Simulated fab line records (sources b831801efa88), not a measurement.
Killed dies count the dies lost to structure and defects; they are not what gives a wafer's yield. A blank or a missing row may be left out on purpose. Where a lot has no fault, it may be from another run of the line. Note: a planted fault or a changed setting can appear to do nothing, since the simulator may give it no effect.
fab line records ; flow sky130
[record] lots = 14; wafers = 42; lastDay = 50
route steps=708 shown POLY_GATE@235 LDD_LDN@298 POLY_CUT@315 PAD_OPEN@708
lots that met no fault: from a run of the same line without faults
startH: the number of hours between the record's first day and the start of the first shown wafer of the lot ; waitH: hours since the lot's step before ; " same as the row above ; L1.1+2: a single row standing in for several wafers ; - either no value or no given start ; * or withheld: withheld ; < > ~ a bound
route shown NAME@n: a module of which the file shows steps, and the number in the route of the first ; usual: mean/standard deviation of fault-free wafers ; same: alike in all rows ; chamber/n: place in a boat ; sites: per-site readings ; _std_site: standard deviation of those values ; _edge_site: the outer-site mean with the inner-site mean subtracted ; radiusMm: how far each site lies from the wafer's centre ; mask NAME#n: copy n ; behind: the tool/chamber that last shaped the wafer ; hold: why the lot was held/for how many hours/how that ended ; device: which transistor (n, p or np) failed to switch ; end of line: the tests these same wafers got at the end of their route ; a step given without rows: its recipe and nothing more ; killed: dies lost to structure and defects at the first sort, not the wafer's yield ; map: dies across one wafer; x = killed, . = not, _ = none there
set.NAME: setting as actually run; set.NAME@STEP: the setting as run at that earlier step ; model.NAME: the simulator's own value behind a step, which no gauge read
one table for each step of the route and one row for each wafer, over a sample of lots
services: when a tool's chamber went out of use (startH, in hours from the record's first day, below 0 if earlier), for how many hours, and the reason
[[steps]]
[step SKY_POLY_GATE_THK_MEAS_21]
[recipe] reads = SiO2_of_POLY_GATE_OXIDATION_20
[usual] POLY_GATE_OXIDATION_THK = 3.97/0.075
lot.wafer;tool;chamber;startH;waitH;POLY_GATE_OXIDATION_THK[nm]
L847.1;filmMetro-01;-;404.69;0.0;3.98
L847.2;filmMetro-01;-;404.69;0.0;3.92
L847.5;filmMetro-01;-;404.69;0.0;3.86
L846.1;filmMetro-03;-;409.97;0.0;3.99
L846.2;filmMetro-03;-;409.97;0.0;3.98
L846.4;filmMetro-03;-;409.97;0.0;4.11
L849.1;filmMetro-01;-;417.88;0.0;3.88
L849.2;filmMetro-01;-;417.88;0.0;3.97
L849.5;filmMetro-01;-;417.88;0.0;3.92
L851.1;filmMetro-04;-;432.19;0.0;3.94
L851.3;filmMetro-04;-;432.19;0.0;3.97
L851.4;filmMetro-04;-;432.19;0.0;4.00
L850.2;filmMetro-03;-;432.20;0.0;4.01
L850.5;filmMetro-03;-;432.20;0.0;4.09
L850.6;filmMetro-03;-;432.20;0.0;4.04
L852.3;filmMetro-03;-;442.09;0.0;4.01
L852.4;filmMetro-03;-;442.09;0.0;3.94
L852.6;filmMetro-03;-;442.09;0.0;3.97
L853.1;filmMetro-01;-;459.16;0.0;4.09
L853.2;filmMetro-01;-;459.16;0.0;4.08
L853.4;filmMetro-01;-;459.16;0.0;4.09
L854.1;filmMetro-03;-;459.19;0.0;3.82
L854.2;filmMetro-03;-;459.19;0.0;3.81
L854.6;filmMetro-03;-;459.19;0.0;3.86
L855.4;filmMetro-04;-;466.77;0.0;3.91
L855.5;filmMetro-04;-;466.77;0.0;3.93
L855.6;filmMetro-04;-;466.77;0.0;3.93
L858.3;filmMetro-04;-;494.12;0.0;4.02
L858.4;filmMetro-04;-;494.12;0.0;3.94
L858.6;filmMetro-04;-;494.12;0.0;3.89
L860.2;filmMetro-03;-;503.51;0.0;4.05
L860.4;filmMetro-03;-;503.51;0.0;4.13
L860.5;filmMetro-03;-;503.51;0.0;4.07
L863.1;filmMetro-03;-;537.65;0.0;3.93
L863.2;filmMetro-03;-;537.65;0.0;4.00
L863.5;filmMetro-03;-;537.65;0.0;3.85
L865.1;filmMetro-03;-;553.23;0.0;4.02
L865.5;filmMetro-03;-;553.23;0.0;4.05
L865.6;filmMetro-03;-;553.23;0.0;3.98
L867.2;filmMetro-04;-;561.80;0.0;3.87
L867.3;filmMetro-04;-;561.80;0.0;3.87
L867.5;filmMetro-04;-;561.80;0.0;3.85
[step SKY_LDD_LDN_IMPLANT_09]
[recipe] species = As; energyKev = 15; doseCm2 = 1.25e+13; tiltDeg = withheld; rotationDeg = 113
[usual] doseIonsCm2 = 1.25e+13/1.4e+10; faradayCurrentUA = 70.3/1.4
lot.wafer;tool;chamber;startH;waitH;doseIonsCm2;faradayCurrentUA
L847.1;implanter-02;0;560.48;0.1;1.2532e+13;69.6
L847.2;implanter-02;0;560.48;0.1;1.2525e+13;70.8
L847.5;implanter-02;0;560.48;0.1;1.2527e+13;71.2
L846.1;implanter-02;0;564.65;0.1;1.2503e+13;72.3
L846.2;implanter-02;0;564.65;0.1;1.2525e+13;68.9
L846.4;implanter-02;0;564.65;0.1;1.2515e+13;72.0
L849.1;implanter-04;0;572.80;0.1;1.25e+13;71.9
L849.2;implanter-04;0;572.80;0.1;1.2493e+13;68.3
L849.5;implanter-04;0;572.80;0.1;1.2483e+13;69.4
L850.2;implanter-02;0;585.57;0.1;1.2498e+13;69.8
L850.5;implanter-02;0;585.57;0.1;1.2497e+13;70.1
L850.6;implanter-02;0;585.57;0.1;1.2484e+13;70.1
L851.1;implanter-04;0;586.13;0.1;1.2484e+13;70.3
L851.3;implanter-04;0;586.13;0.1;1.2481e+13;71.1
L851.4;implanter-04;0;586.13;0.1;1.2487e+13;71.4
L852.3;implanter-02;0;594.34;0.1;1.2524e+13;69.2
L852.4;implanter-02;0;594.34;0.1;1.2511e+13;70.5
L852.6;implanter-02;0;594.34;0.1;1.2497e+13;69.1
L853.1;implanter-04;0;609.54;0.1;1.2504e+13;74.0
L853.2;implanter-04;0;609.54;0.1;1.2494e+13;71.9
L853.4;implanter-04;0;609.54;0.1;1.2505e+13;70.9
L854.1;implanter-03;0;609.84;0.1;1.2514e+13;71.9
L854.2;implanter-03;0;609.84;0.1;1.2517e+13;72.0
L854.6;implanter-03;0;609.84;0.1;1.2498e+13;71.3
L855.4;implanter-02;0;617.42;0.1;1.248e+13;69.8
L855.5;implanter-02;0;617.42;0.1;1.2507e+13;69.7
L855.6;implanter-02;0;617.42;0.1;1.2496e+13;70.4
L858.3;implanter-04;0;643.58;0.1;1.2522e+13;71.9
L858.4;implanter-04;0;643.58;0.1;1.2501e+13;71.6
L858.6;implanter-04;0;643.58;0.1;1.2518e+13;69.6
L860.2;implanter-04;0;652.17;0.1;1.2503e+13;70.3
L860.4;implanter-04;0;652.17;0.1;1.2507e+13;70.3
L860.5;implanter-04;0;652.17;0.1;1.2496e+13;70.8
L863.1;implanter-02;0;681.48;0.1;1.7896e+13;99.5
L863.2;implanter-02;0;681.48;0.1;1.7868e+13;106.3
L863.5;implanter-02;0;681.48;0.1;1.79e+13;101.7
L865.1;implanter-02;0;698.48;0.1;1.7884e+13;99.1
L865.5;implanter-02;0;698.48;0.1;1.7884e+13;101.8
L865.6;implanter-02;0;698.48;0.1;1.7912e+13;100.4
L867.2;implanter-04;0;706.91;0.1;1.249e+13;70.4
L867.3;implanter-04;0;706.91;0.1;1.2494e+13;70.1
L867.5;implanter-04;0;706.91;0.1;1.2502e+13;67.4
[step SKY_POLY_CUT_CD_MEAS_08]
[recipe] targetCdNm = 270
[usual] cdNm = 270.6/1.4
lot.wafer;tool;chamber;startH;waitH;cdNm
L847.1;cdSem-02;-;592.28;-;269.7
L847.2;cdSem-02;-;592.28;-;268.4
L847.5;cdSem-02;-;592.28;-;269.1
L846.1;cdSem-01;-;595.06;-;269.1
L846.2;cdSem-01;-;595.06;-;270.2
L846.4;cdSem-01;-;595.06;-;271.4
L849.1;cdSem-01;-;605.41;-;270.0
L849.2;cdSem-01;-;605.41;-;270.7
L849.5;cdSem-01;-;605.41;-;270.8
L850.2;cdSem-01;-;617.88;-;273.2
L850.5;cdSem-01;-;617.88;-;271.5
L850.6;cdSem-01;-;617.88;-;273.9
L851.1;cdSem-02;-;618.11;-;271.4
L851.3;cdSem-02;-;618.11;-;271.5
L851.4;cdSem-02;-;618.11;-;271.2
L852.3;cdSem-02;-;624.72;-;269.6
L852.4;cdSem-02;-;624.72;-;272.1
L852.6;cdSem-02;-;624.72;-;270.3
L853.1;cdSem-02;-;640.56;-;268.4
L853.2;cdSem-02;-;640.56;-;266.9
L853.4;cdSem-02;-;640.56;-;268.7
L854.1;cdSem-01;-;640.78;-;270.2
L854.2;cdSem-01;-;640.78;-;271.6
L854.6;cdSem-01;-;640.78;-;271.7
L855.4;cdSem-02;-;647.39;-;271.7
L855.5;cdSem-02;-;647.39;-;270.0
L855.6;cdSem-02;-;647.39;-;272.0
L858.3;cdSem-02;-;673.65;-;268.6
L858.4;cdSem-02;-;673.65;-;269.1
L858.6;cdSem-02;-;673.65;-;268.2
L860.2;cdSem-01;-;682.73;-;270.5
L860.4;cdSem-01;-;682.73;-;269.7
L860.5;cdSem-01;-;682.73;-;271.9
L863.1;cdSem-01;-;712.11;-;267.8
L863.2;cdSem-01;-;712.11;-;270.6
L863.5;cdSem-01;-;712.11;-;269.4
L865.1;cdSem-02;-;728.13;-;266.8
L865.5;cdSem-02;-;728.13;-;268.0
L865.6;cdSem-02;-;728.13;-;268.6
L867.2;cdSem-02;-;736.58;-;269.1
L867.3;cdSem-02;-;736.58;-;270.6
L867.5;cdSem-02;-;736.58;-;269.2
[step SKY_POLY_CUT_OVL_MEAS_09]
[usual] POLY_CUT_OVL = 1/5.7
lot.wafer;tool;chamber;startH;waitH;POLY_CUT_OVL[nm]
L847.1;overlay-01;-;592.41;0.1;6
L847.2;overlay-01;-;592.41;0.1;8
L847.5;overlay-01;-;592.41;0.1;8
L846.1;overlay-01;-;595.18;0.1;-5
L846.2;overlay-01;-;595.18;0.1;-6
L846.4;overlay-01;-;595.18;0.1;-3
L849.1;overlay-01;-;605.53;0.1;6
L849.2;overlay-01;-;605.53;0.1;2
L849.5;overlay-01;-;605.53;0.1;1
L850.2;overlay-02;-;617.98;0.1;-1
L850.5;overlay-02;-;617.98;0.1;-5
L850.6;overlay-02;-;617.98;0.1;-1
L851.1;overlay-01;-;618.23;0.1;12
L851.3;overlay-01;-;618.23;0.1;13
L851.4;overlay-01;-;618.23;0.1;7
L852.3;overlay-02;-;624.81;0.1;-8
L852.4;overlay-02;-;624.81;0.1;2
L852.6;overlay-02;-;624.81;0.1;-6
L853.1;overlay-02;-;640.68;0.1;-5
L853.2;overlay-02;-;640.68;0.1;-10
L853.4;overlay-02;-;640.68;0.1;-8
L854.1;overlay-01;-;640.90;0.1;-1
L854.2;overlay-01;-;640.90;0.1;-4
L854.6;overlay-01;-;640.90;0.1;-4
L855.4;overlay-02;-;647.46;0.1;8
L855.5;overlay-02;-;647.46;0.1;9
L855.6;overlay-02;-;647.46;0.1;10
L858.3;overlay-02;-;673.74;0.1;3
L858.4;overlay-02;-;673.74;0.1;3
L858.6;overlay-02;-;673.74;0.1;0
L860.2;overlay-02;-;682.83;0.1;11
L860.4;overlay-02;-;682.83;0.1;3
L860.5;overlay-02;-;682.83;0.1;9
L863.1;overlay-02;-;712.23;0.1;3
L863.2;overlay-02;-;712.23;0.1;-3
L863.5;overlay-02;-;712.23;0.1;4
L865.1;overlay-01;-;728.25;0.1;0
L865.5;overlay-01;-;728.25;0.1;-4
L865.6;overlay-01;-;728.25;0.1;4
L867.2;overlay-02;-;736.68;0.1;7
L867.3;overlay-02;-;736.68;0.1;-5
L867.5;overlay-02;-;736.68;0.1;3
[step SKY_PAD_OPEN_PROBE_99]
[usual] killed_at_M0_to_M3 = 43/7.1; killed_at_M4_up = 3.0/1.6; killedAtContacts = 24/5.3; killedAtFrontEnd = 16/4.1; killedAtOther = 0.5/0.82; killedDies = 86/9.4; killedOpen = 46/6.9; killedShort = 39/6.5
[same] grossDies = 492; killedAtBackSide = 0
lot.wafer;tool;chamber;startH;waitH;killed_at_M0_to_M3;killed_at_M4_up;killedAtContacts;killedAtFrontEnd;killedAtOther;killedDies;killedOpen;killedShort
L851.1;prober-02;-;1118.23;0.1;42;7;19;14;1;83;43;38
L851.3;prober-02;-;1118.33;0.2;37;3;15;20;0;75;40;35
L851.4;prober-02;-;1118.38;0.2;45;2;27;19;0;93;52;41
L855.4;prober-02;-;1139.11;0.2;47;4;14;19;0;84;50;34
L855.5;prober-02;-;1139.16;0.2;49;3;19;18;0;89;55;34
L855.6;prober-02;-;1139.21;0.2;50;1;16;15;0;82;48;34
L860.2;prober-02;-;1160.08;0.1;47;5;29;24;1;106;56;50
L860.4;prober-02;-;1160.18;0.2;46;1;18;12;1;78;39;39
L860.5;prober-02;-;1160.23;0.2;49;4;20;10;0;83;51;32
// killed by level:class
L851.1 VIA1:geometricParticle:open=16 CONTACT:geometricParticle:open=7 METAL4:geometricParticle:short=6 VIA3:geometricParticle:open=6 FIELD_ISO:geometricParticle:short=5 VIA1:geometricParticle:short=5 VIA2:geometricParticle:open=5 LI_CONTACT:geometricParticle:open=4
L851.3 CONTACT:geometricParticle:open=9 METAL1:geometricParticle:short=8 VIA1:geometricParticle:open=7 FIELD_ISO:geometricParticle:short=6 VIA3:geometricParticle:open=6 POLY_GATE:geometricParticle:open=5 FIELD_ISO:geometricParticle:open=4 VIA1:geometricParticle:short=4
L851.4 CONTACT:geometricParticle:open=12 VIA1:geometricParticle:open=11 LOCAL_INTERCONNECT:geometricParticle:short=7 VIA3:geometricParticle:open=7 METAL1:geometricParticle:short=6 VIA1:geometricParticle:short=6 METAL2:geometricParticle:short=6 FIELD_ISO:geometricParticle:open=5
L855.4 VIA1:geometricParticle:open=11 FIELD_ISO:geometricParticle:open=9 METAL1:geometricParticle:short=8 CONTACT:geometricParticle:open=7 POLY_GATE:geometricParticle:open=5 VIA1:geometricParticle:short=4 METAL2:geometricParticle:open=4 METAL1:geometricParticle:open=4
L855.5 VIA2:geometricParticle:open=9 VIA3:geometricParticle:open=8 METAL1:geometricParticle:short=7 VIA1:geometricParticle:open=7 LI_CONTACT:geometricParticle:open=6 CONTACT:geometricParticle:short=5 POLY_GATE:geometricParticle:open=5 VIA1:geometricParticle:short=5
L855.6 VIA2:geometricParticle:open=11 VIA1:geometricParticle:open=10 VIA3:geometricParticle:open=8 METAL2:geometricParticle:short=5 CONTACT:geometricParticle:open=5 LI_CONTACT:geometricParticle:short=4 LI_CONTACT:geometricParticle:open=4 VIA3:geometricParticle:short=4
L860.2 VIA1:geometricParticle:open=12 VIA3:geometricParticle:open=10 FIELD_ISO:geometricParticle:open=9 FIELD_ISO:geometricParticle:short=8 LI_CONTACT:geometricParticle:open=8 CONTACT:geometricParticle:short=8 CONTACT:geometricParticle:open=7 METAL2:geometricParticle:short=7
L860.4 VIA1:geometricParticle:open=8 METAL1:geometricParticle:short=8 METAL2:geometricParticle:short=7 VIA2:geometricParticle:open=6 LI_CONTACT:geometricParticle:open=5 CONTACT:geometricParticle:open=5 VIA1:geometricParticle:short=4 VIA3:geometricParticle:short=4
L860.5 VIA1:geometricParticle:open=12 VIA2:geometricParticle:open=10 LI_CONTACT:geometricParticle:open=7 METAL2:geometricParticle:short=6 CONTACT:geometricParticle:open=6 VIA3:geometricParticle:open=6 METAL1:geometricParticle:short=5 FIELD_ISO:geometricParticle:open=4
[[services]]
tool;chamber;startH;hours;kind
implanter-02;-;546.29;1.4;repair
implanter-02;-;570.28;3.7;pm
implanter-03;-;591.04;3.4;repair
implanter-02;-;602.20;5.2;pm
implanter-03;-;629.74;9.3;repair
implanter-03;-;638.99;5.8;pm
implanter-04;-;663.78;19.3;pm
[[key]]
[firstSign] step = SKY_LDD_LDN_IMPLANT_09; reading = doseIonsCm2; direction = up; sigmas = 99+; usual = *; struck = *
[effect] step = SKY_LDD_LDN_IMPLANT_09; reading = faradayCurrentUA; direction = up; sigmas = 22; usual = 70.3; struck = 101.5
metAt SKY_LDD_LDN_IMPLANT_09
struckLots L863,L865
testerLeftOut L863,L865
notActingAt SKY_POLY_GATE_THK_MEAS_21,SKY_POLY_CUT_CD_MEAS_08,SKY_POLY_CUT_OVL_MEAS_09
onsetBetween 617.42 681.48
[fault] kind = processParameterDrift; tool = implanter-02; chamber = -; onsetH = 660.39; steps = SKY_LDD_LDN_IMPLANT_09; channel = doseCm2; offset = *; shape = step; endH = 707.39; actsIn = *; stated = *
// testerLeftOut: of these lots the tester's yield and bins aren't shown, on N5 and GAA mostly nor the transistor test; their killed dies are dies lost to structure and defects alone, not to doping, threshold or leakage, so they don't give the yield
